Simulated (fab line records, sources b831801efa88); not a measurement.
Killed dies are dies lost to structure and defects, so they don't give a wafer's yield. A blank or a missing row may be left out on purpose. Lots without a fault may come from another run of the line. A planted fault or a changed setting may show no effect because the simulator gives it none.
A struck lot beside a sound one | flow sky130 | 16 steps out of a route of 708
Sound: wafers L256.1, L256.4, L256.6. Struck: wafers L259.1, L259.2, L259.4. The cause comes at the end.
At each step with rows: each side's tool, then ch and its chambers, then its first start. Under that, the readings that differ: sound wafers | struck wafers | difference of the means | sigmas: that difference in standard deviations of wafers without a fault.
alike: readings whose means differ by less than 2 such deviations, and words and numbers that are the same on both sides. not compared: withheld readings, readings that some wafer has no value for, bounds like >300 that may hide the same value, and numbers for which the record gives no deviation and whose values overlap.
The two part at a step that has a row with sigmas, a row that says differs or no value, or rows on one side only. Numbers that don't overlap but have no deviation are shown without sigmas and don't part them. A reading that every wafer of one side lacks parts them only if that side has two wafers or more.

first, 2 steps without rows for these wafers: SKY_METAL4_PEB_11; SKY_METAL4_DEVELOP_12 (develop time 60 s).
SKY_METAL4_CD_MEAS_13: target cd 300 nm.
  sound on cd_sem-02, day 41 10:35; struck on cd_sem-02, day 43 01:41
  alike: cd_nm
SKY_METAL4_OVL_MEAS_14:
  sound on overlay-01, day 41 10:42; struck on overlay-02, day 43 01:48
  alike: METAL4_OVL
SKY_METAL4_DESCUM_15: chemistry O2, time 8 s.
  sound on rie_metal-01 ch 0,1, day 41 10:44; struck on rie_metal-02 ch 0,1, day 43 01:50
  alike: drypump_motor_current_A, oes_product_au
  not compared: rf_hours_counter_h
SKY_METAL4_ETCH_16: etches BARC in N2/H2, stops on SiO2, time 88.2 s, target depth 60 nm.
  sound on rie_metal-01 ch 0,1, day 41 10:46; struck on rie_metal-02 ch 0,1, day 43 01:52
  alike: bias_w, drypump_motor_current_A, oes_product_au, throttle_valve_pct
  not compared: rf_hours_counter_h
SKY_METAL4_ETCH_17: etches SiO2 in C4F8/O2/Ar, stops on TiN, time 3.9 s, target depth 15 nm.
  sound on rie_diel-02 ch 0,2,3, day 41 10:52; struck on rie_diel-02 ch 1,2,3, day 43 01:58
  alike: bias_w, oes_product_au
  not compared: rf_hours_counter_h
SKY_METAL4_METAL_ETCH_18: etches the open film in Cl2/BCl3, stops on SiO2, target depth 845 nm, time 183.1 s.
  sound on rie_metal-02 ch 0,1, day 41 10:53; struck on rie_metal-01 ch 0,1, day 43 01:59
  alike: bias_w, drypump_motor_current_A, oes_product_au, throttle_valve_pct
  not compared: rf_hours_counter_h
then, 4 steps without rows for these wafers: SKY_METAL4_STRIP_19 (strips in O2/N2); SKY_METAL4_STRIP_20 (strips in post etch residue remover, time 1200 s); SKY_METAL4_CLEAN_21 (cleans in IPA, time 180 s); SKY_METAL4_CLEAN_22 (cleans in O3/DIW).
SKY_VIA4_HDPCVD_00: deposits SiO2, target thk 1750 nm, time 291.7 s.
  sound on hdpcvd-01 ch 0,1,2, day 41 11:39; struck on hdpcvd-02 ch 0,2, day 43 02:45
  reading                                  | sound             | struck            | difference | sigmas
  sih4_flow_sccm (sccm)                    | 59.87 59.95 60.03 | 47.95 48.40 48.05 | -11.82     | -62
  model.SiO2_of_VIA4_HDPCVD_00.thk_nm (nm) | 1736 1771 1729    | 1373 1387 1400    | -359       |
SKY_VIA4_THK_MEAS_01:
  sound on film_metro-01, day 41 11:50; struck on film_metro-01, day 43 03:10
  reading              | sound          | struck         | difference | sigmas
  VIA4_HDPCVD_THK (nm) | 1736 1770 1730 | 1374 1386 1401 | -358       | -19
  not compared: hold
SKY_VIA4_CMP_02: polishes SiO2.
  sound on cmp-01 ch 0,1, day 41 11:53; struck on cmp-02 ch 0,1,3, day 43 08:30
  reading | sound | struck                                                                     | difference                   | sigmas
  hold    | - - - | await_dispo/5.0h/release await_dispo/5.0h/release await_dispo/5.0h/release | no value on the sound wafers |
  alike: motor_current_A, slurry_filter_dp_kPa
-- the record jumps here: 4 days lie between the struck wafers' starts before and after (it left off in module VIA4 and takes up again in module PAD_OPEN, whose first step shown is number 708 of the route) --
SKY_PAD_OPEN_PROBE_99:
  sound on prober-01, day 45 12:15; struck on prober-02, day 46 22:21
  alike: defect_limited_yield, killed_at_M0_to_M3, killed_at_M4_up, killed_at_contacts, killed_at_front_end, killed_at_other, killed_dies, killed_open, killed_short, sort_bin_3_pad_short, sort_bin_5_function, sort_bin_6_memory, sort_n_pass, sort_yield_pct
  not compared: model.etest.met5_comb.leak_log10_a_um

WHERE THEY PART
First at SKY_VIA4_HDPCVD_00; last, within this record, at SKY_VIA4_CMP_02. Later steps at which nothing parts them and some readings are alike: SKY_PAD_OPEN_PROBE_99.

WHY: what the simulator had put in
Process parameter drift: hdpcvd-02, from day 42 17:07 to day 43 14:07, at SKY_VIA4_HDPCVD_00. Setting sih4_flow_sccm, moved by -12, from 60. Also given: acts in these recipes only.
